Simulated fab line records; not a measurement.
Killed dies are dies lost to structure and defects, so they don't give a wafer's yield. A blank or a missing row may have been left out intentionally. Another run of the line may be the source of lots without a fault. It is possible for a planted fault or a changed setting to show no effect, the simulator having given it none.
Which tool did it? -- flow gf180mcu -- Sampling: 11 lots, 32 wafers, 5 of 602 route steps

WHAT THE GAUGES SHOWED, per wafer
GF_TOP_METAL_CD_MEAS_14: target cd 440 nm.
lot,measured,on,cd-nm (nm)
L865,day 27 23:34,cd-sem-01,439.2 439.6 438.2
L866,day 28 05:47,cd-sem-01,438.2 439.3 438.1
L868,day 29 06:28,cd-sem-01,439.6 440.3 439.6
L869,day 29 12:36,cd-sem-01,443.0 442.9 440.7
L870,day 29 18:40,cd-sem-01,438.1 438.1 440.1
L871,day 29 23:22,cd-sem-02,438.1 439.8 437.4
L872,day 30 05:35,cd-sem-02,442.3 439.9 442.1
L873,day 30 15:11,cd-sem-01,437.5 439.3 439.9
L874,day 30 23:06,cd-sem-02,441.8 440.9 442.5
L877,day 31 22:57,cd-sem-01,441.3 438.9 438.5
L883,day 33 03:40,cd-sem-01,435.9 431.1

EACH LOT AND THE TOOL THAT RAN IT (in order: tool; ch and the chambers of the sampled wafers; start)
lot,GF_MIM_SPUTTER_09,GF_V5_STRIP_18,GF_TOP_METAL_SPUTTER_04,GF_TOP_METAL_COAT_09
L865,"pvd-sputter-04, day 24 08:06","plasma-asher-01 ch 0,1, day 27 02:01","pvd-sputter-02, day 27 03:24","litho-track-01 ch 0, day 27 13:38"
L866,"pvd-sputter-02, day 24 15:36","plasma-asher-01 ch 0,1, day 27 08:46","pvd-sputter-03, day 27 10:14","litho-track-02 ch 0, day 27 20:15"
L868,"pvd-sputter-04, day 25 19:14","plasma-asher-01 ch 0,1, day 28 09:49","pvd-sputter-01, day 28 11:22","litho-track-04 ch 0, day 28 21:07"
L869,"pvd-sputter-04, day 26 02:32","plasma-asher-01 ch 0,1, day 28 16:25","pvd-sputter-01, day 28 17:50","litho-track-02 ch 0, day 29 02:57"
L870,"pvd-sputter-04, day 26 08:27","plasma-asher-01 ch 1, day 28 22:41","pvd-sputter-03, day 29 00:06","litho-track-02 ch 0, day 29 09:06"
L871,"pvd-sputter-04, day 26 13:35","plasma-asher-01 ch 0,1, day 29 02:55","pvd-sputter-03, day 29 04:20","litho-track-01 ch 0, day 29 13:56"
L872,"pvd-sputter-04, day 26 20:22","plasma-asher-02 ch 0,1, day 29 10:07","pvd-sputter-03, day 29 11:32","litho-track-04 ch 0, day 29 20:24"
L873,"pvd-sputter-01, day 27 07:49","plasma-asher-01 ch 0,1, day 29 19:46","pvd-sputter-01, day 29 21:11","litho-track-01 ch 0, day 30 06:20"
L874,"pvd-sputter-04, day 27 16:08","plasma-asher-02 ch 0,1, day 30 03:17","pvd-sputter-03, day 30 04:42","litho-track-01 ch 0, day 30 14:12"
L877,"pvd-sputter-02, day 28 18:43","plasma-asher-03 ch 0,1, day 31 04:46","pvd-sputter-03, day 31 06:13","litho-track-04 ch 0, day 31 14:37"
L883,"pvd-sputter-01, day 30 03:04","plasma-asher-01 ch 0,1, day 32 09:53","pvd-sputter-02, day 32 11:24","litho-track-04 ch 0, day 32 19:33"
- GF_MIM_SPUTTER_09: material TiN, target thk 35 nm, time 29.2 s.
- GF_V5_STRIP_18: strips in O2/N2.
- GF_TOP_METAL_SPUTTER_04: material TiN, target thk 25 nm, time 20.8 s.
- GF_TOP_METAL_COAT_09: resist thk 1500 nm.

AS READ BY THE TOOLS THEMSELVES (means over the sampled wafers that have a number; for cases with no such wafer, the mark the record gives instead)
GF_MIM_SPUTTER_09.
lot,tool,chamber-pressure-pa (Pa),throttle-valve-pct (%)
L865,pvd-sputter-04,0.3994,31.1
L866,pvd-sputter-02,0.4000,28.3
L868,pvd-sputter-04,0.3996,30.9
L869,pvd-sputter-04,0.3999,31.1
L870,pvd-sputter-04,0.4004,30.8
L871,pvd-sputter-04,0.3996,30.5
L872,pvd-sputter-04,0.3985,30.8
L873,pvd-sputter-01,0.4002,29.5
L874,pvd-sputter-04,0.4008,31.0
L877,pvd-sputter-02,0.4001,30.0
L883,pvd-sputter-01,0.4009,29.1

GF_V5_STRIP_18.
lot,tool,drypump-motor-current-A (A),heater-power-w (W),n2-flow-sccm (sccm),oes-product-au (a.u.)
L865,plasma-asher-01,5.5,369,299.2,0.568
L866,plasma-asher-01,5.5,367,299.2,0.565
L868,plasma-asher-01,5.5,333,300.4,0.564
L869,plasma-asher-01,5.5,361,300.2,0.570
L870,plasma-asher-01,5.4,303,300.7,0.565
L871,plasma-asher-01,5.5,367,300.1,0.566
L872,plasma-asher-02,5.7,343,299.8,0.567
L873,plasma-asher-01,5.5,334,300.3,0.572
L874,plasma-asher-02,5.7,344,299.6,0.567
L877,plasma-asher-03,6.2,355,298.8,0.569
L883,plasma-asher-01,5.5,344,300.5,0.560

GF_TOP_METAL_SPUTTER_04.
lot,tool,chamber-pressure-pa (Pa),throttle-valve-pct (%)
L865,pvd-sputter-02,0.3999,29.8
L866,pvd-sputter-03,0.4009,31.1
L868,pvd-sputter-01,0.3998,28.6
L869,pvd-sputter-01,0.4002,29.5
L870,pvd-sputter-03,0.4003,30.9
L871,pvd-sputter-03,0.4009,30.6
L872,pvd-sputter-03,0.3996,30.7
L873,pvd-sputter-01,0.4003,28.7
L874,pvd-sputter-03,0.4004,30.9
L877,pvd-sputter-03,0.3991,31.1
L883,pvd-sputter-02,0.4001,28.6

THE ANSWER, worked out from the rows above alone
Rule: the usual values come from the lots themselves. The widest of any qualifying gaps counts: lots, ordered by their means at a reading, are off when they make up no more than a third of the lots, leave a main group of 4 or more, and stand apart from it by 3 or more times the standard deviation of that group's means. The tables above print the reading to a certain number of digits; a main group whose means all agree to those digits is not used. A lot without any number at a reading at which 4 lots or more have one is off too. Where the step has rows for the other lots, those lots are counted as sound. First the gauges in route order, then the tools' own readings, where a lot's mean is used as printed above. The first step at which some lot is off is used, and at that step the reading that is off furthest; a lot without a number counts as furthest.
Off: L883 (GF_TOP_METAL_CD_MEAS_14, cd-nm). Mean 439.8 nm and standard deviation 1.3 in the main group.
If a tool, at a process step before that reading, ran all the lots that are off and no sound lot after the first of them, it fits. Gauges at GF_TOP_METAL_CD_MEAS_14: tried the same way as those tools. Can't be told from this: 5 tools fit, pvd-sputter-01 at GF_MIM_SPUTTER_09, plasma-asher-01 at GF_V5_STRIP_18, pvd-sputter-02 at GF_TOP_METAL_SPUTTER_04, litho-track-04 at GF_TOP_METAL_COAT_09, cd-sem-01 at GF_TOP_METAL_CD_MEAS_14.

WHAT THE SIMULATOR HAD PUT IN
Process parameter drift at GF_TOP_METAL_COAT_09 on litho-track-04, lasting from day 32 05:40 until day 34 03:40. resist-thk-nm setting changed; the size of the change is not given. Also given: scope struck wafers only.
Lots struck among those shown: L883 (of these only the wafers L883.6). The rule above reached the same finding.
